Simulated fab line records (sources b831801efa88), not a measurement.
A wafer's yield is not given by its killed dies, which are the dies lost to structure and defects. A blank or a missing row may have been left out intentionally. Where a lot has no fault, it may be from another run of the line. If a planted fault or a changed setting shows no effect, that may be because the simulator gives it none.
2 desks looking at one fault -- flow gf180mcu -- what lay behind the numbers comes last; until then each desk has only its own

== THE METROLOGY DESK ==
Means of the sampled wafers that have a number, per lot and without regard to the tool the lot ran on: this is what the gauges read. Marked OUT: a lot whose mean sits more than 4 standard deviations from the usual mean, which makes it out of limits; the brackets give that distance.
Columns: A = LVPWELL_TW at GF_LVPWELL_TW_MEAS_11, usual 561.9; B = LVPWELL_RS at GF_VT_IMPLANT_RS_MEAS_48, usual 1198.2 ohm/sq
lot,first seen here,A,B
L530,day 3 21:23,565.5,1199.3
L531,day 4 03:05,568.5,1198.3
L532,day 4 08:12,561.2,1198.6
L538,day 5 17:16,563.4,1199.3
L540,day 6 04:43,559.3,1195.1
L541,day 6 13:11,566.5,1196.5
L542,day 6 17:45,561.7,1200.3
L543,day 7 00:28,563.4,1198.9
L550,day 8 16:30,550.5 (-4.2) OUT,1231.8 (+13) OUT
L551,day 8 19:21,557.0,1220.0 (+8.7) OUT
L553,day 9 12:58,559.7,1199.4
This desk's result: L550, L551 out of limits, first on L550 (LVPWELL_TW at GF_LVPWELL_TW_MEAS_11), day 8 16:30. L530, L531, L532, L538, L540, L541, L542, L543, L553 stayed within limits.

== AT THE TOOL OWNER'S DESK: implanter-02 ==
The tool's own readings at GF_LVPWELL_IMPLANT_08: means of the sampled wafers that have a number, for each lot that ran on this tool. Marked OUT: a lot whose mean sits more than 4 standard deviations from the usual mean, which makes it out of limits; the brackets give that distance.
Columns: A = beam_energy_keV at GF_LVPWELL_IMPLANT_08, usual 170.00; B = end_station_pressure_torr at GF_LVPWELL_IMPLANT_08, usual 5.07e-06 Torr
lot,first seen here,A,B
L530,day 3 20:59,170.05,4.95e-06
L532,day 4 07:49,170.02,4.86e-06
L540,day 6 04:19,170.01,5.14e-06
L543,day 7 00:05,170.04,5.16e-06
L550,day 8 16:07,169.96,5.19e-06
L551,day 8 18:57,169.97,4.94e-06
Result from this desk: across the 6 lots, nothing is out of limits.

== BROUGHT TOGETHER ==
Metrology desk: alarm possible at day 8 16:30 on L550, L551.
The desk of the tool owner found nothing out of limits.
The tool owner's desk has L550, L551 on record, within its limits.
Every lot named ran GF_LVPWELL_IMPLANT_08 on implanter-02.

== WHAT THE SIMULATOR HAD INSERTED ==
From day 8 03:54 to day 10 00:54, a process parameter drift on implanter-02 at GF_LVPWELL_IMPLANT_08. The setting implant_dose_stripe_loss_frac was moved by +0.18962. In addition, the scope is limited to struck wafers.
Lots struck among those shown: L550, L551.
Per desk, hours elapsed from the start of the fault to the first reading out of limits: for the metrology desk, 13.
